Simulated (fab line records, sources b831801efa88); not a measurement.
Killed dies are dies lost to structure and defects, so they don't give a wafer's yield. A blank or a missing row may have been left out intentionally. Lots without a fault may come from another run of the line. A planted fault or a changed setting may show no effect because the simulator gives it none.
A struck lot beside a sound one ; flow sky130 ; 32 steps out of a route of 708
Sound: these wafers, L536.2, L536.3, L536.6. Wafers struck: L529.2, L529.3, L529.4. The cause is given at the end.
Each step with rows lists, per side, the tool, then ch with its chambers, then its first start. Under that, the readings that differ: sound wafers ; struck wafers ; difference of the means ; sigmas: that difference in standard deviations of wafers without a fault.
alike: a reading whose means differ by less than 2 such deviations, as well as words and numbers matching on both sides. not compared: withheld readings; readings where some wafer has no value; bounds like >300 that might hide an equal value; numbers whose values overlap and for which the record gives no deviation.
A row with sigmas, a row that says differs or no value, or rows on one side alone: a step with any of these is where the two part. Non-overlapping numbers with no deviation appear without sigmas and do not part them. A reading that every wafer of one side lacks parts them only if that side has two wafers or more.

SKY_PWDE_OVL_MEAS_07:
  sound: overlay-02 at day 7 15:45; struck: overlay-02 at day 6 04:47
  alike: PWDE_OVL
following that, these wafers have no rows for 1 step: SKY_PWDE_IMPLANT_08.
SKY_PWDE_STRIP_09: strips in O2/N2.
  sound on plasmaAsher-04 ch 1, day 7 15:56; struck on plasmaAsher-04 ch 0,1, day 6 04:58
  alike: drypumpMotorCurrentA, oesProductAu, stripTimeToEndpointS
  not compared: rfHoursCounterH
SKY_PWDE_TW_MEAS_10:
  sound: filmMetro-04 at day 7 16:02; struck: filmMetro-01 at day 6 05:05
  alike: PWDE_TW
then, 7 steps without rows for these wafers: SKY_NWELL_DEHYDRATE_03 (time 60 s); SKY_NWELL_HMDS_04 (prime time 60 s); SKY_NWELL_COAT_05 (resist thk 3000 nm); SKY_NWELL_SOFTBAKE_06; SKY_NWELL_EXPOSE_07 (exposes mask NWM, target cd 840 nm); SKY_NWELL_PEB_08; SKY_NWELL_DEVELOP_09 (develop time 60 s).
SKY_NWELL_OVL_MEAS_10:
  sound: overlay-01 at day 8 12:47; struck: overlay-01 at day 7 00:05
  alike: NWELL_00_OVL
SKY_NWELL_IMPLANT_11:
  sound on implanter-01 ch 0, day 8 12:50; struck on implanter-04 ch 0, day 7 00:08
reading;sound;struck;difference;sigmas
beamEnergyKeV;399.96 399.99 399.98;490.36 490.35 490.17;+90.32;+99 or more
model.implant.rpNm (nm);514.9 514.9 514.9;590.3 590.3 590.3;+75.4;
model.implant.drpNm (nm);116.9 116.9 116.9;129.2 129.2 129.2;+12.3;
then, 2 steps without rows for these wafers: SKY_NWELL_IMPLANT_12; SKY_NWELL_IMPLANT_13.
SKY_NWELL_STRIP_14: strips in O2/N2.
  sound on plasmaAsher-03 ch 0, day 8 13:16; struck on plasmaAsher-02 ch 0,1, day 7 00:34
  alike: drypumpMotorCurrentA, oesProductAu, stripTimeToEndpointS
  not compared: rfHoursCounterH
SKY_NWELL_TW_MEAS_15:
  sound: filmMetro-04 at day 8 13:23; struck: filmMetro-02 at day 7 00:41
  alike: NWELL_TW
then, 7 steps without rows for these wafers: SKY_NWELL_DEHYDRATE_16 (time 60 s); SKY_NWELL_HMDS_17 (prime time 60 s); SKY_NWELL_COAT_18 (resist thk 3000 nm); SKY_NWELL_SOFTBAKE_19; SKY_NWELL_EXPOSE_20 (exposes mask NWM COMPLEMENT, target cd 840 nm); SKY_NWELL_PEB_21; SKY_NWELL_DEVELOP_22 (develop time 60 s).
SKY_NWELL_OVL_MEAS_23:
  sound: overlay-01 at day 9 10:10; struck: overlay-01 at day 7 20:50
  alike: NWELL_01_OVL
following that, these wafers have no rows for 1 step: SKY_NWELL_IMPLANT_24.
SKY_NWELL_STRIP_25: strips in O2/N2.
  sound on plasmaAsher-01 ch 0, day 9 10:20; struck on plasmaAsher-02 ch 0,1, day 7 21:01
  alike: drypumpMotorCurrentA, oesProductAu, stripTimeToEndpointS
  not compared: rfHoursCounterH
SKY_NWELL_TW_MEAS_26:
  sound: filmMetro-04 at day 9 10:27; struck: filmMetro-04 at day 7 21:08
  alike: NWELL_2_TW
then, 1 step without rows for these wafers: SKY_NWELL_CLEAN_27 (cleans in SC1/SC2, time 150 s).
SKY_NWELL_RTA_28: time 30 s.
  sound on rtpAnneal-02 ch 0, day 9 10:34; struck on rtpAnneal-02 ch 0, day 7 21:16
  alike: lampPowerPct, wafer_temp_C_max
SKY_NWELL_RS_MEAS_29: measurement is done with a four-point probe.
  sound: filmMetro-01 at day 9 10:40; struck: filmMetro-02 at day 7 21:27
reading;sound;struck;difference;sigmas
NWELL_RS (ohm/sq);626.6 626.2 626.1;599.0 596.8 599.0;-28.0;-19
-- the record jumps here: 41 days lie between the struck wafers' starts before and after (it left off in module NWELL and takes up again in module PAD_OPEN, whose first step shown is number 708 of the route) --
SKY_PAD_OPEN_PROBE_99:
  sound: prober-02 at day 50 00:21; struck: prober-01 at day 48 20:50
reading;sound;struck;difference;sigmas
model.etest.nfet_16v.rOnOhmUm;1.449e+04 1.458e+04 1.445e+04;1.726e+04 1.745e+04 1.73e+04;+2.830e+03;
model.etest.resNwell.lineOhmUm;1016 1005 1054;873.8 881.7 872.7;-148.9;
model.etest.resNwell.rsOhmSq;872.9 858.2 908.1;770.1 753.6 750.8;-121.6;
model.etest.pfetG5v0d10v5.rOnOhmUm;4706 4717 4677;4495 4566 4503;-179;
model.etest.tip_p_5v.rsOhmSq;2810 2801 2817;2720 2689 2721;-99;
model.etest.pfetG5v0d10v5.driveUaUm;349.3 345.7 350;372.9 370.2 374.3;+24.1;
model.etest.nfet_16v.driveUaUm;218.1 216.2 217.9;208.4 209.9 214.4;-6.5;
  alike: killed_at_M0_to_M3, killed_at_M4_up, killedAtContacts, killedAtFrontEnd, killedAtOther, killedDies, killedOpen, killedShort
  not compared: model.etest.pfet_16v.driveUaUm

== WHERE THEY PART ==
Last at SKY_NWELL_RS_MEAS_29 as far as this record goes, first at SKY_NWELL_IMPLANT_11. Later steps at which nothing parts them and some readings are alike: SKY_PAD_OPEN_PROBE_99.

WHY: whatever the simulator had introduced
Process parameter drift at SKY_NWELL_IMPLANT_11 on implanter-04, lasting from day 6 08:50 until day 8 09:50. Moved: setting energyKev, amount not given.
